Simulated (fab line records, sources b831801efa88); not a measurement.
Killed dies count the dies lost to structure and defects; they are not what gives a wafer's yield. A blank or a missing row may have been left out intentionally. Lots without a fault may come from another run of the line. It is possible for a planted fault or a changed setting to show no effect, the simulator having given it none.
Shared-tool check	flow sky130	Lots sampled 10, wafers sampled 30

## THE REASON FOR OPENING IT
Of 10 lots, 4 have the reading LDD_N_TW flagged at SKY_LDD_N_TW_MEAS_17. Wafers without a fault read 2608, standard deviation 14.
Rule: a lot gets a flag if all its wafers with a number sit over 4 standard deviations from that mean, or if no wafer of it has a number. The rest of the lots are taken to be sound.

lot	measured	on	LDD_N_TW, wafer by wafer	flag
L227	day 17 19:48	film metro-01	2618 2616 2631	
L228	day 18 10:10	film metro-03	2605 2632 2609	
L229	day 18 21:12	film metro-03	2610 2631 2610	
L230	day 19 03:49	film metro-04	2606 2608 2606	
L231	day 19 14:26	film metro-03	2618 2613 2626	
L232	day 20 00:58	film metro-03	2602 2588 2587	
L235	day 21 02:54	film metro-04	2491 2492 2483	FLAGGED
L236	day 21 09:33	film metro-01	2511 2508 2514	FLAGGED
L237	day 21 20:17	film metro-04	2482 2493 2483	FLAGGED
L238	day 22 05:17	film metro-01	2505 2521 2514	FLAGGED
On average the flagged lots' numbers are 2500, which is -108 against the usual, or -8 standard deviations.

## WHICH TOOL RAN EACH LOT
3 process steps preceding the reading are held in the record, out of 708 steps in the route. Cell contents, in order: the tool; ch with the chambers the sampled wafers went through; the start.
lot	flag	SKY_POLY_GATE_ETCH_17	SKY_LDD_N_IMPLANT_10	SKY_LDD_N_STRIP_16
L227		rie si-01 ch 0,1,2, day 16 10:46	implanter-04 ch 0, day 17 18:48	plasma asher-03 ch 0,1, day 17 19:42
L228		rie si-01 ch 0,1, day 17 00:25	implanter-04 ch 0, day 18 09:11	plasma asher-03 ch 0,1, day 18 10:04
L229		rie si-02 ch 0,1,3, day 17 11:50	implanter-02 ch 0, day 18 20:12	plasma asher-04 ch 0,1, day 18 21:06
L230		rie si-02 ch 2,3, day 17 18:22	implanter-04 ch 0, day 19 02:52	plasma asher-04 ch 0,1, day 19 03:43
L231		rie si-01 ch 0,2,3, day 18 03:50	implanter-04 ch 0, day 19 13:26	plasma asher-04 ch 0,1, day 19 14:20
L232		rie si-02 ch 1,3, day 18 15:25	implanter-02 ch 0, day 19 23:59	plasma asher-02 ch 0,1, day 20 00:51
L235	FLAGGED	rie si-02 ch 1,3, day 19 17:42	implanter-02 ch 0, day 21 01:55	plasma asher-04 ch 0,1, day 21 02:47
L236	FLAGGED	rie si-01 ch 1,3, day 20 00:43	implanter-04 ch 0, day 21 08:33	plasma asher-03 ch 0,1, day 21 09:27
L237	FLAGGED	rie si-02 ch 1,3, day 20 09:36	implanter-01 ch 0, day 21 19:17	plasma asher-04 ch 0,1, day 21 20:11
L238	FLAGGED	rie si-01 ch 1,3, day 20 19:24	implanter-04 ch 0, day 22 04:17	plasma asher-02 ch 0,1, day 22 05:11
What is done by these steps:
- SKY_POLY_GATE_ETCH_17: etches poly-Si in HBr/Cl2, stops on SiO2, target depth 180 nm, time 70.5 s.
- SKY_LDD_N_IMPLANT_10
- SKY_LDD_N_STRIP_16: strips in O2/N2.
- SKY_LDD_N_TW_MEAS_17

## FLAGGED AGAINST TOTAL, ONE TOOL AT A TIME (gauges that did the reading follow at the end)
step	tool	lots run	flagged	share of the flagged lots	sound lots run after its first flagged lot
SKY_POLY_GATE_ETCH_17	rie si-01	5	2	some	0
SKY_POLY_GATE_ETCH_17	rie si-02	5	2	some	0
SKY_LDD_N_IMPLANT_10	implanter-01	1	1	some	0
SKY_LDD_N_IMPLANT_10	implanter-02	3	1	some	0
SKY_LDD_N_IMPLANT_10	implanter-04	6	2	some	0
SKY_LDD_N_STRIP_16	plasma asher-02	2	1	some	0
SKY_LDD_N_STRIP_16	plasma asher-03	3	1	some	0
SKY_LDD_N_STRIP_16	plasma asher-04	5	2	some	0
SKY_LDD_N_TW_MEAS_17	film metro-01	3	2	some	0
SKY_LDD_N_TW_MEAS_17	film metro-03	4	0	none	-
SKY_LDD_N_TW_MEAS_17	film metro-04	3	2	some	0

## WHAT THE TABLE ALLOWS
No row of the table ran every flagged lot.

## WHAT HAD BEEN PUT IN BY THE SIMULATOR
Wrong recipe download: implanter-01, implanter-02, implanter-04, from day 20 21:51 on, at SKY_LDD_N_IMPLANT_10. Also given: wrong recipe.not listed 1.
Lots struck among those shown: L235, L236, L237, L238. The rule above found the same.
